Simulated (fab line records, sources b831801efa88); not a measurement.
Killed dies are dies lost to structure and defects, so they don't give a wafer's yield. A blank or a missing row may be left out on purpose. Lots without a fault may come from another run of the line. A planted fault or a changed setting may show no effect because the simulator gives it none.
A struck lot beside a sound one | flow sky130 | 15 steps out of a route of 708
Sound: wafers L360.1, L360.2, L360.6. Struck: wafers L367.1, L367.4, L367.5. The cause comes at the end.
At each step with rows: each side's tool, then ch and its chambers, then its first start. Under that, the readings that differ: sound wafers | struck wafers | difference of the means | sigmas: that difference in standard deviations of wafers without a fault.
alike: readings whose means differ by less than 2 such deviations, and words and numbers that are the same on both sides. not compared: withheld readings, readings that some wafer has no value for, bounds like >300 that may hide the same value, and numbers for which the record gives no deviation and whose values overlap.
The two part at a step that has a row with sigmas, a row that says differs or no value, or rows on one side only. Numbers that don't overlap but have no deviation are shown without sigmas and don't part them. A reading that every wafer of one side lacks parts them only if that side has two wafers or more.

SKY_METAL1_STRIP_20: strips in O2/N2.
  sound on plasma_asher-01 ch 0,1, day 35 19:19; struck on plasma_asher-01 ch 0,1, day 37 07:48
  alike: drypump_motor_current_A, oes_product_au, strip_time_to_endpoint_s
  not compared: rf_hours_counter_h
then, 4 steps without rows for these wafers: SKY_METAL1_STRIP_21 (strips in post etch residue remover, time 1200 s); SKY_METAL1_CLEAN_22 (cleans in IPA, time 180 s); SKY_METAL1_CLEAN_23 (cleans in O3/DIW); SKY_VIA1_HDPCVD_00 (deposits SiO2, target thk 1030 nm, time 171.7 s).
SKY_VIA1_THK_MEAS_01:
  sound on film_metro-04, day 35 20:01; struck on film_metro-02, day 37 08:35
  alike: VIA1_HDPCVD_THK
SKY_VIA1_CMP_02: polishes SiO2.
  sound on cmp-02 ch 0,1,2, day 35 20:17; struck on cmp-01 ch 1,2,3, day 37 08:44
  alike: motor_current_A
SKY_VIA1_BOW_MEAS_03:
  sound on film_metro-04, day 35 20:35; struck on film_metro-02, day 37 08:56
  alike: VIA1_BOW
then, 4 steps without rows for these wafers: SKY_VIA1_DEHYDRATE_04 (time 60 s); SKY_VIA1_HMDS_05 (prime time 60 s); SKY_VIA1_COAT_06 (resist thk 60 nm); SKY_VIA1_COAT_07 (resist thk 450 nm).
SKY_VIA1_SOFTBAKE_08: time 90 s.
  sound on litho_track-01 ch 0, day 36 09:00; struck on litho_track-04 ch 0, day 37 21:00
  reading                  | sound             | struck               | difference | sigmas
  heater_power_total_W (W) | 57.48 57.52 57.48 | 58.39 58.22 58.56    | +0.90      | +7
  plate_temp_C (C)         | 99.79 99.83 99.85 | 100.99 101.02 101.04 | +1.19      | +8
then, 1 step without rows for these wafers: SKY_VIA1_EXPOSE_09 (exposes mask VIM, target cd 150 nm).
-- the record jumps here: 11 days lie between the struck wafers' starts before and after (it left off in module VIA1 and takes up again in module PAD_OPEN, whose first step shown is number 708 of the route) --
SKY_PAD_OPEN_PROBE_99:
  sound on prober-01, day 48 00:53; struck on prober-02, day 49 05:48
  alike: defect_limited_yield, killed_at_M0_to_M3, killed_at_M4_up, killed_at_contacts, killed_at_front_end, killed_at_other, killed_dies, killed_on_rim, killed_open, killed_short

WHERE THEY PART
Only at SKY_VIA1_SOFTBAKE_08, within this record. Later steps at which nothing parts them and some readings are alike: SKY_PAD_OPEN_PROBE_99.

WHY: what the simulator had put in
Process parameter drift: litho_track-04, from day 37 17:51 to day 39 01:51, at SKY_VIA1_SOFTBAKE_08. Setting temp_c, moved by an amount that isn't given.
